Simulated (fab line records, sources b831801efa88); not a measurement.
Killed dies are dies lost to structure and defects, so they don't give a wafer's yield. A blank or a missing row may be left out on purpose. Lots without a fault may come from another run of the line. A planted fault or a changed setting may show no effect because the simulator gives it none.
Problem report in the 8D (eight disciplines) form, filled by code | flow gf180mcu | the parts of the form that need people (team, actions taken, sign-off) are left out

1. THE PROBLEM
run_length_s at GF_HV_LDD_CLEAN_51 reads a mean of 160 s on 3 wafers of 1 lot; wafers without a fault read 179 s with a standard deviation of 4. That is -4.8 standard deviations from the usual mean.
The step: cleans in SC1/SC2, time 150 s.
First seen on wafer L696.2, day 18 13:23, on wet_bench-04. The record holds 39 wafers of 13 lots with a number at this step. Rule for "out", or "out of limits": more than 4 standard deviations from the usual mean. The other wafers with a number count as sound.

2. WHAT IT IS AND WHAT IT IS NOT
question                    | is                     | is not
which readings at this step | run_length_s           | -
which lots                  | L696                   | L677, L679, L680, L682, L683, L685, L687, L691, L692, L698, L699, L700
which wafers of those lots  | all that have a number | -
read on which tools         | wet_bench-04           | wet_bench-01, wet_bench-03
when                        | from day 18 13:23      | up to then (27 sound wafers); but 9 sound wafers of L698, L699, L700 came after

3. SUSPECTS, AND WHAT RULES EACH OUT
Counting: a tool at a process step up to the reading stays a suspect if it ran every lot that is out and no sound lot after the first of them.
- wet_bench-04 at GF_HV_LDD_CLEAN_51 (cleans in SC1/SC2, time 150 s): kept. It ran the lot that is out, L696 (day 18 13:23), and no sound lot after that; its last sound lot up to then is L692 (day 17 04:22). Its own readings are out on those wafers: run_length_s.
Left after counting: wet_bench-04 at GF_HV_LDD_CLEAN_51.

4. THE CAUSE (what the simulator had put in)
Process parameter drift: wet_bench-04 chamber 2, from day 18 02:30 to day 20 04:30, at GF_HV_LDD_CLEAN_51. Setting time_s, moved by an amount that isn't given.
Counting left only this tool.

5. THE CHAIN OF EFFECTS, in route order
Each row: a reading whose mean over the struck wafers that have a number lies more than 3 standard deviations from the usual. Only readings for which the record gives a usual standard deviation are gone through. hours: the time from each lot's start at the first step in this table that gives one to its start at this step, as a median over the lots. sigmas: the change in usual standard deviations.
hours | step               | reading      | usual | on struck wafers | change | sigmas
0     | GF_HV_LDD_CLEAN_51 | run_length_s | 179 s | 160              | -19    | -4.8
The process steps in it:
- GF_HV_LDD_CLEAN_51: cleans in SC1/SC2, time 150 s.
Later measuring or inspecting steps at which every struck wafer that the step has a row for has a number for every such reading, and none has moved that far: GF_SALICIDE_THK_MEAS_05.

6. WHAT WOULD HAVE CAUGHT IT SOONER
In this record the first reading out of limits was taken at day 18 13:23, 11 hours after the fault began at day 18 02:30.
